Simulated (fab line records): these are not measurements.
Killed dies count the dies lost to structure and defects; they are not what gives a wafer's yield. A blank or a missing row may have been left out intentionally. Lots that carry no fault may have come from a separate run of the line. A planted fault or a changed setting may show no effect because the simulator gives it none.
fab line records | flow sky130
record: lots: 6 | wafers: 18 | lastDay: 50
route steps=708 shown VT_ADJUST_HVTR@137 VT_ADJUST_PCH@143
lots that met no fault: from a run of the same line without faults
startH: hours from the record's opening day to when the first of the lot's shown wafers began | waitH: hours from the lot's prior step to this one | " identical to the entry in the row above | L1.1+2: a single row standing in for several wafers | - no value, or no start given | * or withheld: withheld | < > ~ a bound
route shown NAME@n: a module of which the file shows steps, and the number in the route of the first | usual: average and standard deviation across the fault-free wafers | same: alike in all rows | chamber/n: place in a boat | sites: per-site readings | _std_site: the values' standard deviation | _edge_site: mean of outer sites minus mean of inner sites | radiusMm: for every site, how far away it sits from the centre of the wafer | mask NAME#n: copy n | behind: tool/chamber where the wafer was last shaped | hold: what put the lot on hold/how long, in hours/how the hold closed | device: transistor that didn't switch, given as n, p or np | end of line: at the end of the route, the tests of the same wafers | for a step that has no rows: nothing shown but its recipe | killed: not the wafer's yield, but the dies lost to structure and defects at the first sort | map: the dies of a wafer, with x for killed, . for not killed, _ for no die there
set.NAME: the setting the step ran with; set.NAME@STEP: the setting that earlier step ran with | model.NAME: the simulator's own value behind a step, which no gauge read
a table for each step, a row for each wafer; lots at some steps of the route
services: a tool's chamber out of use, with start hour (startH, from the record's first day; less than 0 if before it), hours out, and reason
== steps ==
step: SKY_VT_ADJUST_HVTR_DEVELOP_06
recipe: developTimeS: 60 | devTempC: 23
step: SKY_VT_ADJUST_HVTR_CD_MEAS_07
recipe: targetCdNm: 380
usual: cdNm: 379.6/2.6
lot.wafer | tool     | chamber | startH | waitH | cdNm
L680.1    | cdSem-02 | -       | 210.09 | 0.1   | 374.7
L680.4    | "        | -       | "      | "     | 377.0
L680.5    | "        | -       | "      | "     | 376.8
L685.2    | cdSem-02 | -       | 241.42 | 0.1   | 378.3
L685.5    | "        | -       | "      | "     | 379.3
L685.6    | "        | -       | "      | "     | 379.7
L700.1    | cdSem-02 | -       | 359.50 | 0.1   | 384.0
L700.2    | "        | -       | "      | "     | 385.1
L700.6    | "        | -       | "      | "     | 381.3
L701.2    | cdSem-02 | -       | 364.74 | 0.1   | 378.7
L701.4    | "        | -       | "      | "     | 378.7
L701.5    | "        | -       | "      | "     | 378.0
L702.1    | cdSem-02 | -       | 370.77 | 0.1   | 382.2
L702.2    | "        | -       | "      | "     | 379.4
L702.3    | "        | -       | "      | "     | 378.5
L703.2    | cdSem-01 | -       | 382.42 | 0.1   | 380.0
L703.3    | "        | -       | "      | "     | 378.8
L703.6    | "        | -       | "      | "     | 380.4
step: SKY_VT_ADJUST_HVTR_OVL_MEAS_08
usual: VT_ADJUST_HVTR_OVL: 1.1/1.4
lot.wafer | tool       | chamber | startH | waitH | VT_ADJUST_HVTR_OVL[nm]
L680.1    | overlay-01 | -       | 210.21 | 0.1   | 3.5
L680.4    | "          | -       | "      | "     | 2.7
L680.5    | "          | -       | "      | "     | 4.1
L685.2    | overlay-01 | -       | 241.53 | 0.1   | 1.7
L685.5    | "          | -       | "      | "     | 2.6
L685.6    | "          | -       | "      | "     | 1.8
L700.1    | overlay-02 | -       | 359.62 | 0.1   | 0.0
L700.2    | "          | -       | "      | "     | 0.0
L700.6    | "          | -       | "      | "     | 3.4
L701.2    | overlay-02 | -       | 364.85 | 0.1   | 2.9
L701.4    | "          | -       | "      | "     | 1.4
L701.5    | "          | -       | "      | "     | 2.0
L702.1    | overlay-01 | -       | 370.89 | 0.1   | 2.1
L702.2    | "          | -       | "      | "     | 3.5
L702.3    | "          | -       | "      | "     | 2.8
L703.2    | overlay-01 | -       | 382.53 | 0.1   | 0.9
L703.3    | "          | -       | "      | "     | -1.1
L703.6    | "          | -       | "      | "     | -2.3
step: SKY_VT_ADJUST_HVTR_IMPLANT_09
recipe: species: B | energyKev: 10 | doseCm2: 2.1e+12 | tiltDeg: withheld
step: SKY_VT_ADJUST_HVTR_STRIP_10
recipe: chemistry: O2/N2 | powerW: 1400 | pressureMtorr: 1500 | platenTempC: withheld | o2FlowSccm: 3000 | n2FlowSccm: 300 | overashFraction: 0.5
usual: drypumpMotorCurrentA: 5.8/0.36 | oesProductAu: 0.716/0.0049 | stripTimeToEndpointS: 14.17/0.038
lot.wafer | tool           | chamber | startH | waitH | drypumpMotorCurrentA | oesProductAu | rfHoursCounterH | stripTimeToEndpointS
L680.1    | plasmaAsher-01 | 0       | 210.40 | 0.1   | 6.0                  | 0.716        | 9               | 14.21
L680.4    | "              | 0       | "      | "     | 6.0                  | 0.716        | -               | 14.23
L680.5    | "              | 1       | "      | "     | 5.5                  | 0.719        | -               | 14.22
L685.2    | plasmaAsher-02 | 0       | 241.71 | 0.1   | 5.1                  | 0.715        | 56              | 14.17
L685.5    | "              | 0       | "      | "     | 5.1                  | 0.711        | -               | 14.20
L685.6    | "              | 1       | "      | "     | 6.1                  | 0.712        | -               | 14.21
L700.1    | plasmaAsher-02 | 0       | 359.81 | 0.1   | 5.1                  | 0.709        | 67              | 14.14
L700.2    | "              | 1       | "      | "     | 6.1                  | 0.717        | 67              | 14.13
L700.6    | "              | 0       | "      | "     | 5.1                  | 0.717        | -               | 14.14
L701.2    | plasmaAsher-03 | 1       | 365.03 | 0.1   | 5.8                  | 0.723        | 64              | 14.10
L701.4    | "              | 1       | "      | "     | 5.8                  | 0.716        | -               | 14.17
L701.5    | "              | 1       | "      | "     | 5.8                  | 0.716        | -               | 14.11
L702.1    | plasmaAsher-03 | 1       | 371.08 | 0.1   | 5.8                  | 0.706        | 64              | 14.12
L702.2    | "              | 0       | "      | "     | 6.1                  | 0.718        | 64              | 14.12
L702.3    | "              | 0       | "      | "     | 6.0                  | 0.712        | -               | 14.16
L703.2    | plasmaAsher-03 | 1       | 382.71 | 0.1   | 5.8                  | 0.720        | 66              | 14.25
L703.3    | "              | 0       | "      | "     | 6.1                  | 0.724        | -               | 14.26
L703.6    | "              | 1       | "      | "     | 5.8                  | 0.722        | -               | 14.23
step: SKY_VT_ADJUST_HVTR_TW_MEAS_11
usual: VT_ADJUST_HVTR_TW: 210.8/1.5
lot.wafer | tool         | chamber | startH | waitH | VT_ADJUST_HVTR_TW
L680.1    | filmMetro-03 | -       | 210.50 | 0.1   | 210.0
L680.4    | "            | -       | "      | "     | 211.0
L680.5    | "            | -       | "      | "     | 211.0
L685.2    | filmMetro-01 | -       | 241.82 | 0.1   | 210.9
L685.5    | "            | -       | "      | "     | 210.2
L685.6    | "            | -       | "      | "     | 209.8
L700.1    | filmMetro-01 | -       | 359.91 | 0.1   | 213.2
L700.2    | "            | -       | "      | "     | 213.1
L700.6    | "            | -       | "      | "     | 212.3
L701.2    | filmMetro-02 | -       | 365.14 | 0.1   | 210.7
L701.4    | "            | -       | "      | "     | 210.7
L701.5    | "            | -       | "      | "     | 210.0
L702.1    | filmMetro-01 | -       | 371.18 | 0.1   | 211.3
L702.2    | "            | -       | "      | "     | 212.3
L702.3    | "            | -       | "      | "     | 211.5
L703.2    | filmMetro-03 | -       | 382.82 | 0.1   | 208.0
L703.3    | "            | -       | "      | "     | 208.8
L703.6    | "            | -       | "      | "     | 208.2
step: SKY_VT_ADJUST_PCH_DEHYDRATE_00
recipe: tempC: 200 | timeS: 60
step: SKY_VT_ADJUST_PCH_HMDS_01
recipe: primeTimeS: 60 | primeTempC: 120
step: SKY_VT_ADJUST_PCH_COAT_02
recipe: spinRpm: 2000 | resistThkNm: 3000
step: SKY_VT_ADJUST_PCH_SOFTBAKE_03
recipe: tempC: 110 | timeS: withheld
step: SKY_VT_ADJUST_PCH_EXPOSE_04
recipe: maskId: NWM | na: 0.6 | sourceShape: conventional | sigmaOuter: 0.6 | polarization: unpolarized | targetCdNm: 840 | doseMj: 255
step: SKY_VT_ADJUST_PCH_PEB_05
recipe: tempC: 115 | timeS: withheld
step: SKY_VT_ADJUST_PCH_DEVELOP_06
recipe: wallAngleDeg: 90 | developer: TMAH | developTimeS: 60 | devTempC: 23
usual: chillPlateTempC: 22.98/0.1 | developTimeS: 60/0 | exhaustPa: 45.0/0.88 | resistLineTempC: 22.99/0.086
lot.wafer | tool          | chamber | startH | waitH | chillPlateTempC | developTimeS | exhaustPa | resistLineTempC
L680.1    | lithoTrack-02 | 0       | 232    | -     | 23.01           | 60           | 45.2      | 23.07
L680.4    | "             | 0       | "      | "     | 23.14           | 60           | 45.6      | 23.11
L680.5    | "             | 0       | "      | "     | 23.22           | 60           | 44.1      | 23.00
L685.2    | lithoTrack-04 | 0       | 265    | -     | 23.03           | 60           | 44.9      | 22.93
L685.5    | "             | 0       | "      | "     | 23.11           | 60           | 46.3      | 22.80
L685.6    | "             | 0       | "      | "     | 22.98           | 60           | 44.5      | 22.88
L700.1    | lithoTrack-03 | -       | 387    | -     | -               | -            | -         | -
L700.2    | "             | -       | "      | "     | -               | -            | -         | -
L700.6    | "             | -       | "      | "     | -               | -            | -         | -
L701.2    | lithoTrack-02 | -       | 392    | -     | -               | -            | -         | -
L701.4    | "             | -       | "      | "     | -               | -            | -         | -
L701.5    | "             | -       | "      | "     | -               | -            | -         | -
L702.1    | lithoTrack-03 | 0       | 399    | -     | 23.08           | 60           | 46.8      | 23.04
L702.2    | "             | 0       | "      | "     | 22.90           | 60           | 45.7      | 23.02
L702.3    | "             | 0       | "      | "     | 23.01           | 60           | 46.6      | 22.84
L703.2    | lithoTrack-02 | 0       | 412    | -     | 22.86           | 60           | 44.8      | 23.02
L703.3    | "             | 0       | "      | "     | 23.00           | 60           | 45.3      | 22.89
L703.6    | "             | 0       | "      | "     | 22.97           | 60           | 45.1      | 23.12
step: SKY_VT_ADJUST_PCH_OVL_MEAS_07
usual: VT_ADJUST_PCH_OVL: 0.6/1.7
lot.wafer | tool       | chamber | startH | waitH | VT_ADJUST_PCH_OVL[nm]
L680.1    | overlay-01 | -       | 232.85 | -     | 0.2
L680.4    | "          | -       | "      | "     | 0.6
L680.5    | "          | -       | "      | "     | -3.4
L685.2    | overlay-01 | -       | 265.93 | -     | 0.1
L685.5    | "          | -       | "      | "     | 0.7
L685.6    | "          | -       | "      | "     | -0.9
L700.1    | overlay-02 | -       | 387.42 | -     | -
L700.2    | "          | -       | "      | "     | -
L700.6    | "          | -       | "      | "     | -
L701.2    | overlay-01 | -       | 393.01 | -     | -
L701.4    | "          | -       | "      | "     | -
L701.5    | "          | -       | "      | "     | -
L702.1    | overlay-02 | -       | 399.27 | -     | 0.0
L702.2    | "          | -       | "      | "     | 1.2
L702.3    | "          | -       | "      | "     | 0.6
L703.2    | overlay-02 | -       | 412.21 | -     | -0.3
L703.3    | "          | -       | "      | "     | 0.4
L703.6    | "          | -       | "      | "     | 2.2
== services ==
tool           | chamber | startH | hours | kind
plasmaAsher-01 | -       | 205.00 | 3.7   | repair
lithoTrack-04  | -       | 213.69 | -     | consumableReplace:filter
plasmaAsher-02 | -       | 238.25 | 0.4   | repair
plasmaAsher-02 | -       | 256.03 | 1.3   | repair
lithoTrack-02  | -       | 331.18 | -     | consumableReplace:filter
plasmaAsher-02 | -       | 354.21 | 5.5   | pm
plasmaAsher-01 | -       | 394.69 | 12.0  | repair
== key ==
firstSign: step: SKY_VT_ADJUST_PCH_DEVELOP_06 | reading: toolRecord | direction: missing
effect none on later readings
metAt SKY_VT_ADJUST_PCH_DEVELOP_06
struckWafers L700.1,L700.2,L700.6,L701.2,L701.4,L701.5
sortLeftOut L700.1,L700.2,L700.6,L701.2,L701.4,L701.5
testerLeftOut L700,L701
onsetBetween 232 387
fault: kind: skippedStepWhole | tool: lithoTrack-02,lithoTrack-03 | chamber: - | onsetH: 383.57 | steps: SKY_VT_ADJUST_PCH_DEVELOP_06 | scope: struckLotsOnly
testerLeftOut: of these lots the tester's yield and bins aren't shown, on N5 and GAA mostly nor the transistor test; their killed dies are dies lost to structure and defects alone, not to doping, threshold or leakage, so they don't give the yield
sortLeftOut: the simulated sort isn't trusted on such a fault, so these wafers' sort isn't shown, and their yield isn't known
